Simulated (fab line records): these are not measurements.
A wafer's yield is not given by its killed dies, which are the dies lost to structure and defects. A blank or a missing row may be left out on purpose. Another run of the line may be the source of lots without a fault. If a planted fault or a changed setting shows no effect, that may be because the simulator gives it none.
Which tool did it? ; flow sky130 ; Sampling: 10 lots, 30 wafers, 5 of 708 route steps

WHAT THE GAUGES READ, wafer by wafer
SKY_VIA1_THK_MEAS_23: measures by xrf.
lot;measured;on;VIA1_W_THK (nm)
L547;day 34 16:47;film metro-01;269 270 271
L550;day 35 12:32;film metro-04;290 290 288
L555;day 37 07:13;film metro-04;279 263 279
L557;day 37 13:48;film metro-04;266 268 268
L556;day 37 16:35;film metro-04;268 268 266
L559;day 38 07:01;film metro-04;280 268 268
L561;day 39 07:37;film metro-01;280 268 279
L563;day 39 10:09;film metro-03;264 280 277
L568;day 40 10:10;film metro-01;268 280 271
L569;day 41 03:17;film metro-01;289 284 273

SKY_VIA2_BOW_MEAS_03.
lot;measured;on;VIA2_BOW (um)
L547;day 35 20:44;film metro-03;87 82 96
L550;day 36 16:01;film metro-03;102 87 87
L555;day 38 11:02;film metro-02;112 98 121
L557;day 38 17:16;film metro-02;128 123 123
L556;day 38 19:35;film metro-02;98 130 123
L559;day 39 09:58;film metro-02;92 109 90
L561;day 40 10:26;film metro-02;87 73 85
L563;day 40 12:55;film metro-02;84 92 92
L568;day 41 12:05;film metro-03;80 86 87
L569;day 42 04:52;film metro-04;91 83 78

SKY_VIA2_CD_MEAS_12: the cd target is 200 nm.
lot;measured;on;cd nm (nm)
L547;day 36 22:23;cd sem-02;200.7 200.7 201.0
L550;day 37 18:02;cd sem-02;198.0 198.2 198.4
L555;day 39 12:13;cd sem-01;199.3 201.3 200.4
L557;day 39 18:36;cd sem-02;200.5 199.7 200.7
L556;day 39 20:12;cd sem-02;200.7 200.4 202.2
L559;day 40 10:31;cd sem-01;199.8 200.5 199.7
L561;day 41 09:59;cd sem-01;198.7 199.2 197.9
L563;day 41 12:21;cd sem-01;199.3 199.2 200.1
L568;day 42 11:34;cd sem-02;197.1 196.9 197.5
L569;day 43 04:02;cd sem-01;198.2 198.5 196.0

WHICH TOOL RAN EACH LOT (tool, then ch and the chambers of the sampled wafers, then the start)
lot;SKY_VIA1_CMP_24;SKY_VIA2_CMP_02
L547;cmp-02 ch 1,2, day 34 16:54;cmp-01 ch 0,1,3, day 35 20:32
L550;cmp-01 ch 0,2,3, day 35 12:38;cmp-02 ch 2,3, day 36 15:43
L555;cmp-02 ch 0,1,2, day 37 07:15;cmp-02 ch 1,2,3, day 38 10:48
L557;cmp-01 ch 1,2, day 37 13:53;cmp-02 ch 2,3, day 38 16:56
L556;cmp-02 ch 0,1,3, day 37 16:43;cmp-02 ch 1,2, day 38 19:15
L559;cmp-02 ch 1,2,3, day 38 07:05;cmp-01 ch 0,1,2, day 39 09:43
L561;cmp-02 ch 1,2, day 39 07:46;cmp-02 ch 1,2,3, day 40 10:14
L563;cmp-01 ch 1,2,3, day 39 10:14;cmp-02 ch 1,2, day 40 12:35
L568;cmp-02 ch 0,2,3, day 40 10:29;cmp-02 ch 0,2,3, day 41 11:45
L569;cmp-02 ch 1,2,3, day 41 03:23;cmp-02 ch 1,3, day 42 04:36
- SKY_VIA1_CMP_24: polishes, stops on SiO2, t overpolish 15 s, target thk 0 nm.
- SKY_VIA2_CMP_02: polishes SiO2.

WHAT THE TOOLS THEMSELVES READ (means of the sampled wafers that have a number; where no wafer has one, the mark that the record gives instead)
SKY_VIA1_CMP_24.
lot;tool;edge zone pressure frac;head pressure psi (psi);motor current A (A);overpolish run s (s);platen rpm (rpm);time to endpoint s (s)
L547;cmp-02;0.992;3.496;11.2;14.992;60.03;64
L550;cmp-01;0.999;3.498;11.6;15.004;60.02;69
L555;cmp-02;1.003;3.503;10.8;14.996;60.01;64
L557;cmp-01;0.999;3.495;11.4;14.997;60.05;68
L556;cmp-02;0.998;3.510;10.5;14.982;60.04;60
L559;cmp-02;0.999;3.497;11.0;14.989;59.98;63
L561;cmp-02;1.003;3.508;10.8;14.997;60.00;62
L563;cmp-01;0.999;3.512;11.8;14.999;59.97;65
L568;cmp-02;0.995;3.500;11.0;15.001;60.03;68
L569;cmp-02;0.997;3.500;11.2;14.999;60.01;69

SKY_VIA2_CMP_02.
lot;tool;edge zone pressure frac;head pressure psi (psi);motor current A (A);platen rpm (rpm)
L547;cmp-01;0.998;3.999;13.5;59.96
L550;cmp-02;0.999;3.999;12.4;60.00
L555;cmp-02;-;-;-;-
L557;cmp-02;-;-;-;-
L556;cmp-02;-;-;-;-
L559;cmp-01;1.004;4.010;12.3;60.04
L561;cmp-02;0.997;4.002;11.9;60.00
L563;cmp-02;1.001;4.003;12.3;59.97
L568;cmp-02;0.997;4.002;11.8;60.02
L569;cmp-02;0.999;4.004;11.3;60.01

THE ANSWER, worked out from the rows above alone
Rule: what is usual is taken from the lots themselves. The widest of any qualifying gaps counts: lots, ordered by their means at a reading, are off when they make up no more than a third of the lots, leave a main group of 4 or more, and stand apart from it by 3 or more times the standard deviation of that group's means. A main group whose means are all the same, to the digits that the tables above print for the reading, isn't used. Also off: a lot with no number at a reading for which 4 or more lots have one. Any other lot the step has rows for is counted as sound. Order of review: gauges by route order, followed by the tools' own readings, for which a lot's mean as printed above is used. The first step at which some lot is off is used, and at that step the reading that is off furthest; a lot without a number counts as furthest.
Off, at SKY_VIA2_CMP_02 on edge zone pressure frac: L555, L557, L556. Without a number there: L555, L557, L556. Mean 0.999 and standard deviation 0.0023 in the main group.
A tool fits if, at that step or a process step before it, it ran every lot that is off, and no sound lot after the first of them. None of those tried fits.

WHAT THE SIMULATOR HAD INSERTED
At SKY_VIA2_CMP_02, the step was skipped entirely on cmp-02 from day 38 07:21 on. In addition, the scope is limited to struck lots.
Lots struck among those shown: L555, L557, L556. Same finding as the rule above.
